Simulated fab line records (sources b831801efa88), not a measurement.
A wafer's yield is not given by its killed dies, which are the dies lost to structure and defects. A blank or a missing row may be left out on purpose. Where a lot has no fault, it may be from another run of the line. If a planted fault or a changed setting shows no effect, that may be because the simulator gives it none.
The tool behind it: which one? / flow sfqLine / 14 lots, 41 wafers sampled, at 2 steps of a route of 325

== WHAT THE GAUGES READ, wafer by wafer ==
SFQ_M4_RS_MEAS_924: uses a four-point probe to measure. Usual: M4_NB_RS gives 0.892 ohm/sq (standard deviation 0.01).
lot=L907; measured=day 39 12:38; on=filmMetro-01; M4_NB_RS (ohm/sq)=0.884 0.910 0.899; flag=
lot=L908; measured=day 39 16:14; on=filmMetro-01; M4_NB_RS (ohm/sq)=0.873 0.866 0.870; flag=
lot=L909; measured=day 40 03:04; on=filmMetro-03; M4_NB_RS (ohm/sq)=0.898 0.889 0.882; flag=
lot=L910; measured=day 41 22:26; on=filmMetro-03; M4_NB_RS (ohm/sq)=0.900 0.896 0.889; flag=
lot=L911; measured=day 42 02:04; on=filmMetro-04; M4_NB_RS (ohm/sq)=0.891 0.895 0.890; flag=
lot=L912; measured=day 42 05:40; on=filmMetro-04; M4_NB_RS (ohm/sq)=0.877 0.878 0.888; flag=
lot=L913; measured=day 42 07:04; on=filmMetro-01; M4_NB_RS (ohm/sq)=0.899 0.910 0.915; flag=
lot=L915; measured=day 43 06:30; on=filmMetro-01; M4_NB_RS (ohm/sq)=0.877 0.869 0.879; flag=
lot=L917; measured=day 50 01:37; on=filmMetro-04; M4_NB_RS (ohm/sq)=0.886 0.883 0.900; flag=
lot=L923; measured=day 51 14:21; on=filmMetro-01; M4_NB_RS (ohm/sq)=0.737 0.736; flag=OFF
lot=L924; measured=day 51 16:44; on=filmMetro-01; M4_NB_RS (ohm/sq)=0.891 0.887 0.883; flag=
lot=L925; measured=day 51 20:21; on=filmMetro-03; M4_NB_RS (ohm/sq)=0.729 0.738 0.728; flag=OFF
lot=L928; measured=day 53 13:52; on=filmMetro-03; M4_NB_RS (ohm/sq)=0.881 0.875 0.876; flag=
lot=L929; measured=day 54 16:45; on=filmMetro-03; M4_NB_RS (ohm/sq)=0.897 0.895 0.894; flag=

== TOOL THAT RAN EACH LOT (tool first, then ch and the chambers of the sampled wafers, then the start) ==
lot=L907; SFQ_TRILAYER_M4_DEP_SPUTTER_091=pvdSputter-03, day 39 12:32
lot=L908; SFQ_TRILAYER_M4_DEP_SPUTTER_091=pvdSputter-04, day 39 16:08
lot=L909; SFQ_TRILAYER_M4_DEP_SPUTTER_091=pvdSputter-04, day 40 02:57
lot=L910; SFQ_TRILAYER_M4_DEP_SPUTTER_091=pvdSputter-04, day 41 22:21
lot=L911; SFQ_TRILAYER_M4_DEP_SPUTTER_091=pvdSputter-04, day 42 01:58
lot=L912; SFQ_TRILAYER_M4_DEP_SPUTTER_091=pvdSputter-03, day 42 05:34
lot=L913; SFQ_TRILAYER_M4_DEP_SPUTTER_091=pvdSputter-05, day 42 06:59
lot=L915; SFQ_TRILAYER_M4_DEP_SPUTTER_091=pvdSputter-05, day 43 06:25
lot=L917; SFQ_TRILAYER_M4_DEP_SPUTTER_091=pvdSputter-03, day 50 01:28
lot=L923; SFQ_TRILAYER_M4_DEP_SPUTTER_091=pvdSputter-03, day 51 14:14
lot=L924; SFQ_TRILAYER_M4_DEP_SPUTTER_091=pvdSputter-04, day 51 16:38
lot=L925; SFQ_TRILAYER_M4_DEP_SPUTTER_091=pvdSputter-03, day 51 20:16
lot=L928; SFQ_TRILAYER_M4_DEP_SPUTTER_091=pvdSputter-04, day 53 13:47
lot=L929; SFQ_TRILAYER_M4_DEP_SPUTTER_091=pvdSputter-04, day 54 16:37
- SFQ_TRILAYER_M4_DEP_SPUTTER_091: material Nb, target thk 200 nm, time 133.3 s.

== AS READ BY THE TOOLS THEMSELVES (means over the sampled wafers that have a number; for cases with no such wafer, the mark the record gives instead) ==
SFQ_TRILAYER_M4_DEP_SPUTTER_091. Usual: cathodeDcPowerW 2000.0 W, standard deviation 0.37; substrateTempC 20.01 C, standard deviation 0.1; throttleValvePct 30.0 %, standard deviation 1.
lot=L907; tool=pvdSputter-03; cathodeDcPowerW (W)=2000.5; substrateTempC (C)=19.99; throttleValvePct (%)=29.4; flag=
lot=L908; tool=pvdSputter-04; cathodeDcPowerW (W)=2000.3; substrateTempC (C)=19.91; throttleValvePct (%)=31.4; flag=
lot=L909; tool=pvdSputter-04; cathodeDcPowerW (W)=2000.1; substrateTempC (C)=19.99; throttleValvePct (%)=31.3; flag=
lot=L910; tool=pvdSputter-04; cathodeDcPowerW (W)=1999.7; substrateTempC (C)=19.92; throttleValvePct (%)=30.6; flag=
lot=L911; tool=pvdSputter-04; cathodeDcPowerW (W)=2000.3; substrateTempC (C)=20.01; throttleValvePct (%)=30.3; flag=
lot=L912; tool=pvdSputter-03; cathodeDcPowerW (W)=1999.8; substrateTempC (C)=19.96; throttleValvePct (%)=29.6; flag=
lot=L913; tool=pvdSputter-05; cathodeDcPowerW (W)=2000.1; substrateTempC (C)=20.05; throttleValvePct (%)=29.3; flag=
lot=L915; tool=pvdSputter-05; cathodeDcPowerW (W)=1999.7; substrateTempC (C)=20.00; throttleValvePct (%)=28.9; flag=
lot=L917; tool=pvdSputter-03; cathodeDcPowerW (W)=1999.9; substrateTempC (C)=20.04; throttleValvePct (%)=29.6; flag=
lot=L923; tool=pvdSputter-03; cathodeDcPowerW (W)=2427.6; substrateTempC (C)=20.05; throttleValvePct (%)=29.2; flag=OFF
lot=L924; tool=pvdSputter-04; cathodeDcPowerW (W)=2000.1; substrateTempC (C)=19.97; throttleValvePct (%)=30.6; flag=
lot=L925; tool=pvdSputter-03; cathodeDcPowerW (W)=2427.3; substrateTempC (C)=19.99; throttleValvePct (%)=29.9; flag=OFF
lot=L928; tool=pvdSputter-04; cathodeDcPowerW (W)=2000.2; substrateTempC (C)=19.92; throttleValvePct (%)=30.2; flag=
lot=L929; tool=pvdSputter-04; cathodeDcPowerW (W)=1999.4; substrateTempC (C)=20.14; throttleValvePct (%)=31.6; flag=

== THE ANSWER, worked out from the rows above alone ==
Rule: a lot counts as off when the mean over its wafers that have a number is more than 3 standard deviations away from the usual mean. A lot without any number at a reading at which 4 lots or more have one is off too. The other lots that the step has rows for count as sound. First the gauges in route order, then the tools' own readings, where a lot's mean is used as printed above. The first step at which some lot is off is used, and at that step the reading that is off furthest; a lot without a number counts as furthest.
Off: L923, L925, at SFQ_M4_RS_MEAS_924 (M4_NB_RS).
A tool fits if, at a process step before that reading, it ran every lot that is off, and no sound lot after the first of them. The gauges at SFQ_M4_RS_MEAS_924 aren't tried: what is off there is off at SFQ_TRILAYER_M4_DEP_SPUTTER_091 too, on other tools, and a gauge's error can't cause that. One fits: SFQ_TRILAYER_M4_DEP_SPUTTER_091 on pvdSputter-03. Its last sound lot is L917 (day 50 01:28), its first lot that is off L923 (day 51 14:14): a fault that began between those two fits.
On the lots that are off, the tool's own readings at SFQ_TRILAYER_M4_DEP_SPUTTER_091 differ by more than 5 times the standard deviation of the sound lots' means, which bears it out; cathodeDcPowerW reads 2427.4 W there versus 2000.0 W on the sound lots.

== WHAT WAS PUT IN BY THE SIMULATOR ==
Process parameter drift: pvdSputter-03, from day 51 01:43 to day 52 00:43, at SFQ_TRILAYER_M4_DEP_SPUTTER_091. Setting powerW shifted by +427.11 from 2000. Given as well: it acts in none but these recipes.
Shown lots that were struck: L923, L925. The rule above found the same.
